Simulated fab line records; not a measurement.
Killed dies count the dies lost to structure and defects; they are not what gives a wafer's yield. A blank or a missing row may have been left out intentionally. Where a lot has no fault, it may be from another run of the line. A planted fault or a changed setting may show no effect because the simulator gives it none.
2 desks, one fault ; flow gf180mcu ; only its own numbers are on each desk; what lay behind them is given at the end

THE METROLOGY DESK
Means of the sampled wafers that have a number, per lot and without regard to the tool the lot ran on: this is what the gauges read. A lot is out of limits, marked OUT, if its mean lies more than 4 standard deviations from the usual mean; the brackets give that distance.
Columns: A = MIM_CVD_05_THK at GF_MIM_THK_MEAS_06, usual 42.1 nm
lot;first seen here;A
L175;day 25 05:27;42.3
L177;day 25 17:34;42.3
L178;day 26 02:58;42.3
L179;day 26 14:09;41.7
L182;day 27 17:25;41.3
L184;day 27 17:33;42.9
L183;day 27 20:10;42.6
L185;day 28 04:34;42.6
L187;day 29 00:22;42.5
L190;day 29 15:28;42.4
L192;day 29 23:38;41.5
L197;day 31 01:07;42.6
Result from this desk: across the 12 lots, nothing is out of limits.

THE TOOL OWNER'S DESK: rieDiel-03
The tool's own readings at GF_V3_ETCH_16 (etches BARC in N2/H2): means of the sampled wafers that have a number, for each lot that ran on this tool. A lot is out of limits, marked OUT, if its mean lies more than 4 standard deviations from the usual mean; the brackets give that distance.
Columns: A = drypumpMotorCurrentA at GF_V3_ETCH_16, usual 5.7 A; B = h2FlowSccm at GF_V3_ETCH_16, usual 200.1 sccm; C = n2FlowSccm at GF_V3_ETCH_16, usual 99.98 sccm; D = oesProductAu at GF_V3_ETCH_16, usual 0.854 a.u.; E = throttleValvePct at GF_V3_ETCH_16, usual 13.225 %
lot;first seen here;A;B;C;D;E
L175;day 23 03:42;5.6;200.5;100.22;0.854;13.232
L177;day 23 17:50;5.6;199.8;100.05;0.857;13.224
L179;day 24 15:08;5.6;200.6;100.17;0.849;13.224
L183;day 25 21:27;5.7;200.8;100.05;0.855;13.222
L185;day 26 08:18;5.6;200.2;100.37;0.852;13.229
L187;day 27 05:00;5.6;200.0;100.06;0.858;13.226
Result from this desk: across the 6 lots, nothing is out of limits.

TAKEN TOGETHER
Metrology desk: nothing out of limits seen.
The desk of the tool owner found nothing out of limits.

WHAT WAS PUT IN BY THE SIMULATOR
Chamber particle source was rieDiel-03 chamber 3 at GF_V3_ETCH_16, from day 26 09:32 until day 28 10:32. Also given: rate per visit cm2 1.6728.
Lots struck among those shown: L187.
